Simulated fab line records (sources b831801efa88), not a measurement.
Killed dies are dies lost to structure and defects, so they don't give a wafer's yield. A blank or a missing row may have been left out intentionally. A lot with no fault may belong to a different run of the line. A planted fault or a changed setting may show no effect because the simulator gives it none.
Chamber matching ; flow sky130 ; SKY_VIA3_ETCH_14 on rie-diel-04 has 4 sister chambers
The step etches BARC in N2/H2, stops on SiO2, time 45.9 s, target depth 60 nm. 20 wafers are shown with their chamber, then 10 later ones without.

## EACH WAFER AND ITS CHAMBER
wafer;chamber;drypump-motor-current-A (A);throttle-valve-pct (%);h2-flow-sccm (sccm)
L079.2;2;5.5;13.228;201.1
L079.5;0;5.3;13.224;200.0
L079.6;3;6.2;13.235;198.8
L082.2;1;5.8;13.249;199.5
L082.4;0;5.3;13.210;200.4
L082.6;3;6.2;13.224;200.4
L084.1;1;5.9;13.228;199.9
L084.3;2;5.5;13.224;200.5
L084.4;3;6.2;13.234;200.0
L085.1;3;6.2;13.231;200.6
L085.3;0;5.4;13.216;200.0
L085.4;1;5.8;13.225;200.6
L086.1;2;5.5;13.222;199.7
L086.3;0;5.3;13.218;200.2
L086.5;0;5.3;13.227;200.9
L088.2;0;5.3;13.198;199.8
L088.4;3;6.2;13.234;199.2
L088.6;3;6.2;13.218;199.3
L089.1;0;5.3;13.230;200.8
L089.2;1;5.9;13.222;200.3

SIGNATURES (averages over the wafers above)
reading;chamber 0;chamber 1;chamber 2;chamber 3;scatter within a chamber
drypump-motor-current-A;5.314;5.850;5.500;6.200;0.0341
throttle-valve-pct;13.21757;13.23100;13.22467;13.22933;0.00946
h2-flow-sccm;200.300;200.075;200.433;199.717;0.578
Rule: a wafer lies at a distance from a chamber equal to the root of the sum of squares, over the readings, of (its reading less the chamber's mean, divided by the reading's scatter). If the next closest chamber is less than 2 further off than the closest, the wafer can't be placed; otherwise it belongs to the closest. The scatter: the root of (the sum of the squares of (reading less its chamber's mean) over the shown wafers, divided by (wafers less chambers)).

## WAFERS MISSING THEIR CHAMBER
wafer;drypump-motor-current-A (A);throttle-valve-pct (%);h2-flow-sccm (sccm)
L089.3;6.2;13.217;198.9
L092.4;6.2;13.213;199.9
L092.5;5.8;13.215;200.1
L092.6;5.3;13.239;200.2
L094.3;5.4;13.234;200.2
L094.5;5.4;13.231;200.0
L094.6;6.2;13.250;200.7
L097.2;5.8;13.218;200.4
L097.5;5.3;13.233;200.1
L097.6;5.8;13.221;199.9

## EACH ONE'S CHAMBER
wafer;from the rows above;in truth
L089.3;3;3
L092.4;3;3
L092.5;1;1
L092.6;0;0
L094.3;can't be placed: 0 or 2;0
L094.5;can't be placed: 0 or 2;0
L094.6;3;3
L097.2;1;1
L097.5;0;0
L097.6;1;1
Correct placement for 8 of the 10. Not placeable from these rows: 2 (in 2, the candidates include the true chamber). Placed wrongly: 0.
